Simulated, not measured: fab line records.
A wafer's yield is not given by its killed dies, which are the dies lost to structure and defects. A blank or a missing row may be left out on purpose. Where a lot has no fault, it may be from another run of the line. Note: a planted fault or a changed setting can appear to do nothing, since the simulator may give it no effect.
Struck lot and sound lot, side by side ; flow sky130 ; 16 out of 708 route steps
Sound: wafers L961.4, L961.5, L961.6. Struck: wafers L965.1, L965.2, L965.5. The cause comes at the end.
For every step that has rows: the tool of each side, followed by ch and its chambers, followed by its first start. Under that, the readings that differ: sound wafers ; struck wafers ; difference of the means ; sigmas: that difference in standard deviations of wafers without a fault.
alike: readings whose means differ by less than 2 such deviations, and words and numbers that are the same on both sides. not compared: withheld readings, readings that some wafer has no value for, bounds like >300 that may hide the same value, and numbers for which the record gives no deviation and whose values overlap.
Wherever a step has rows on one side only, a row that says differs or no value, or a row with sigmas, the two part there. Numbers that have no deviation but don't overlap get no sigmas and don't part them. A reading that every wafer of one side lacks parts them only if that side has two wafers or more.

SKY_GATE_OXIDE_TW_MEAS_14:
  struck on film metro-02, day 19 20:56; sound on film metro-02, day 18 03:00
  alike: GATE_OXIDE_TW
then, 3 steps without rows for these wafers: SKY_GATE_OXIDE_CLEAN_15 (cleans in SC1/SC2, time 150 s); SKY_GATE_OXIDE_OXIDATION_16 (stabilise 600 s, purge 300 s, target thk 3.57 nm); SKY_POLY_GATE_CVD_00 (deposits poly-Si, target thk 180 nm, time 720 s).
SKY_POLY_GATE_THK_MEAS_01:
  struck on film metro-04, day 20 00:45; sound on film metro-01, day 18 12:49
  alike: POLY_GATE_CVD_00_THK
then, 7 steps without rows for these wafers: SKY_RES_PROTECT_DEHYDRATE_00 (time 60 s); SKY_RES_PROTECT_HMDS_01 (prime time 60 s); SKY_RES_PROTECT_COAT_02 (resist thk 1140 nm); SKY_RES_PROTECT_SOFTBAKE_03 (time 60 s); SKY_RES_PROTECT_EXPOSE_04 (exposes mask RPM, target cd 1270 nm); SKY_RES_PROTECT_PEB_05; SKY_RES_PROTECT_DEVELOP_06 (develop time 60 s).
SKY_POLY_GATE_IMPLANT_02:
  sound on implanter-04 ch 0, day 19 18:51; struck on implanter-03 ch 0, day 21 06:49
reading;sound;struck;difference;sigmas
beam on s (s);33.9 32.9 34.1;15.7 16.0 15.8;-17.8;-10
dose ions cm2;7.706e+15 7.698e+15 7.699e+15;3.214e+15 3.216e+15 3.205e+15;-4.489e+15;-99 or more
end station pressure torr (Torr);1.13e-05 1.15e-05 1.08e-05;1.29e-05 1.29e-05 1.25e-05;+1.57e-06;+2
SKY_RES_PROTECT_STRIP_07: strips in O2/N2.
  sound on plasma asher-01 ch 0,1, day 19 18:58; struck on plasma asher-04 ch 0,1, day 21 06:58
reading;sound;struck;difference;sigmas
oes product au (a.u.);0.521 0.520 0.522;0.566 0.566 0.564;+0.044;+10
strip time to endpoint s (s);23.30 23.32 23.33;19.84 19.77 19.72;-3.54;-86
  alike: drypump motor current A
  not compared: rf hours counter h
SKY_RES_PROTECT_TW_MEAS_08:
  struck on film metro-02, day 21 07:21; sound on film metro-04, day 19 19:04
reading;sound;struck;difference;sigmas
POLY_GATE_TW;4109 4103 4080;3777 3751 3761;-334;-10
  not compared: hold
-- record jumps: 28 days separate the struck wafers' starts on either side; left off in module RES_PROTECT, taken up again in module PAD_OPEN, whose first shown step is the route's number 708 --
SKY_PAD_OPEN_PROBE_99:
  struck on prober-01, day 49 18:14; sound on prober-02, day 48 22:29
reading;sound;struck;difference;sigmas
model.etest.res poly.line ohm um;521.6 525.8 518.9;1293 1318 1299;+781;
model.etest.licon poly.rc ohm;155.8 148.3 151;697.7 765 793.7;+600.4;
model.etest.res poly.rs ohm sq;48.41 48.05 48.58;123.1 131.6 127.7;+79.1;
model.etest.nfet_01v8.r on ohm um;839.3 831.3 828.9;855.6 890.8 891.3;+46.1;
model.etest.nfet_01v8_lvt.drive ua um;571.2 585.7 581.2;555.1 526.2 542.5;-38.1;
model.etest.nfet_01v8_swapped.drive ua um;498.6 507.3 511.1;475.4 460.7 465.2;-38.6;
model.etest.nfet_01v8_turned.drive ua um;500.6 509.4 507.1;477.3 458.2 466.1;-38.5;
model.etest.nfet_01v8.drive ua um;498.1 504.9 512.1;476.3 458.4 465.9;-38.2;
  alike: killed_at_M0_to_M3, killed_at_M4_up, killed at contacts, killed at front end, killed at other, killed dies, killed open, killed short

== WHERE THEY PART ==
Earliest at SKY_POLY_GATE_IMPLANT_02; latest, in this record, at SKY_RES_PROTECT_TW_MEAS_08. Later steps at which nothing parts them and some readings are alike: SKY_PAD_OPEN_PROBE_99.

WHY: what the simulator had put in
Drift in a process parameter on implanter-03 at SKY_POLY_GATE_IMPLANT_02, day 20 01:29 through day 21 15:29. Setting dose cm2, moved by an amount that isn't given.
